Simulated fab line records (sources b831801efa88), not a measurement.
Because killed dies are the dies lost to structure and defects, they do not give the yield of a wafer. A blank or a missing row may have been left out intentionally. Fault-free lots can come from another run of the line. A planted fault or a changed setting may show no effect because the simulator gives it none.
Check of tool commonality + flow sky130 + 14 lots and 48 wafers in the sample

WHAT PROMPTED THE OPENING
Of 14 lots, 2 have the reading VIA3_HDPCVD_THK flagged at SKY_VIA3_THK_MEAS_01. Fault-free wafers read 1634 nm, with a standard deviation of 17.
Rule: a lot gets a flag if all its wafers with a number sit over 4 standard deviations from that mean, or if no wafer of it has a number. As for the other lots, they are considered sound.

| lot  | measured     | on            | VIA3_HDPCVD_THK (nm), wafer by wafer | flag    |
|------|--------------|---------------|--------------------------------------|---------|
| L929 | day 38 11:22 | film metro-01 | 1622 1633 1625                       |         |
| L930 | day 38 17:55 | film metro-02 | 1646 1641 1658                       |         |
| L931 | day 39 03:37 | film metro-02 | 3259 3279 3265 3258 3279 3266        | FLAGGED |
| L932 | day 39 09:43 | film metro-01 | 3280 3241 3240 3278 3243 3244        | FLAGGED |
| L943 | day 42 10:27 | film metro-04 | 1602 1627 1626                       |         |
| L944 | day 42 16:13 | film metro-01 | 1632 1627 1629                       |         |
| L945 | day 44 01:50 | film metro-01 | 1625 1624 1628                       |         |
| L947 | day 44 03:18 | film metro-01 | 1644 1646 1629                       |         |
| L946 | day 44 04:16 | film metro-01 | 1650 1652 1663                       |         |
| L948 | day 44 04:25 | film metro-02 | 1641 1631 1638                       |         |
| L949 | day 44 07:57 | film metro-04 | 1609 1642 1633                       |         |
| L950 | day 44 12:31 | film metro-04 | 1611 1649 1645                       |         |
| L951 | day 44 16:02 | film metro-02 | 1626 1625 1626                       |         |
| L952 | day 44 22:36 | film metro-02 | 1669 1658 1660                       |         |
The mean of the flagged lots' numbers is 3261 nm, +1627 nm from the usual (+96 standard deviations).

TOOL THAT RAN EACH LOT
The record holds 2 process steps before the reading, out of a route of 708 steps. Every cell lists first the tool, next ch and the chambers used by the sampled wafers, and last the start.
| lot  | flag    | SKY_CAPM_CVD_00                 | SKY_VIA3_HDPCVD_00               |
|------|---------|---------------------------------|----------------------------------|
| L929 |         | pecvd-04 ch 0,1, day 36 04:47   | hdpcvd-01 ch 0,1,2, day 38 11:11 |
| L930 |         | pecvd-03 ch 1,2, day 36 11:53   | hdpcvd-01 ch 0,1,2, day 38 17:44 |
| L931 | FLAGGED | pecvd-03 ch 0,1,2, day 36 22:35 | hdpcvd-02 ch 0,1, day 39 03:02   |
| L932 | FLAGGED | pecvd-04 ch 0,1,2, day 37 04:38 | hdpcvd-02 ch 0,1,2, day 39 09:12 |
| L943 |         | pecvd-04 ch 0,1,2, day 40 07:56 | hdpcvd-01 ch 0,1,2, day 42 10:17 |
| L944 |         | pecvd-03 ch 0,1,2, day 40 15:38 | hdpcvd-01 ch 0,1,2, day 42 16:03 |
| L945 |         | pecvd-03 ch 0,1,2, day 42 01:56 | hdpcvd-01 ch 0,1,2, day 44 01:41 |
| L947 |         | pecvd-02 ch 0,1,2, day 42 03:53 | hdpcvd-02 ch 0,1,2, day 44 03:11 |
| L946 |         | pecvd-04 ch 0,1, day 42 05:26   | hdpcvd-02 ch 0,2, day 44 04:06   |
| L948 |         | pecvd-02 ch 1,2, day 42 05:26   | hdpcvd-01 ch 1,2, day 44 04:14   |
| L949 |         | pecvd-04 ch 1,2, day 42 08:40   | hdpcvd-01 ch 0,2, day 44 07:47   |
| L950 |         | pecvd-02 ch 0,2, day 42 12:51   | hdpcvd-01 ch 0,2, day 44 12:20   |
| L951 |         | pecvd-04 ch 0,2, day 42 17:35   | hdpcvd-01 ch 0,1,2, day 44 15:56 |
| L952 |         | pecvd-04 ch 0, day 42 23:14     | hdpcvd-02 ch 1,2, day 44 22:25   |
What is done by these steps:
- SKY_CAPM_CVD_00: deposits SiO2, target thk 15.5 nm.
- SKY_VIA3_HDPCVD_00: deposits SiO2, target thk 1635 nm, time 272.5 s.
- SKY_VIA3_THK_MEAS_01

FLAGGED AGAINST TOTAL, ONE TOOL AT A TIME (gauges that did the reading follow at the end)
| step                 | tool          | lots run | flagged | share of the flagged lots | sound lots run after its first flagged lot |
|----------------------|---------------|----------|---------|---------------------------|--------------------------------------------|
| SKY_CAPM_CVD_00      | pecvd-02      | 3        | 0       | none                      | -                                          |
| SKY_CAPM_CVD_00      | pecvd-03      | 4        | 1       | some                      | 2 (L944,L945)                              |
| SKY_CAPM_CVD_00      | pecvd-04      | 7        | 1       | some                      | 5 (L943,L946,L949,L951,L952)               |
| SKY_VIA3_HDPCVD_00   | hdpcvd-01     | 9        | 0       | none                      | -                                          |
| SKY_VIA3_HDPCVD_00   | hdpcvd-02     | 5        | 2       | all                       | 3 (L947,L946,L952)                         |
| SKY_VIA3_THK_MEAS_01 | film metro-01 | 6        | 1       | some                      | 4 (L944,L945,L947,L946)                    |
| SKY_VIA3_THK_MEAS_01 | film metro-02 | 5        | 1       | some                      | 3 (L948,L951,L952)                         |
| SKY_VIA3_THK_MEAS_01 | film metro-04 | 3        | 0       | none                      | -                                          |

THE TABLE: WHAT IT ALLOWS
Rows of the table that ran each flagged lot: 1, that is hdpcvd-02 at SKY_VIA3_HDPCVD_00.
- hdpcvd-02 at SKY_VIA3_HDPCVD_00 ran 5 lots, 2 of them flagged. After the first flagged lot (L947, L946, L952), sound lots still ran on it; a lasting fault on the whole tool would not permit that.
There is no row in the table that ran each flagged lot and no sound lot after the first.

WHAT THE SIMULATOR HAD PUT IN
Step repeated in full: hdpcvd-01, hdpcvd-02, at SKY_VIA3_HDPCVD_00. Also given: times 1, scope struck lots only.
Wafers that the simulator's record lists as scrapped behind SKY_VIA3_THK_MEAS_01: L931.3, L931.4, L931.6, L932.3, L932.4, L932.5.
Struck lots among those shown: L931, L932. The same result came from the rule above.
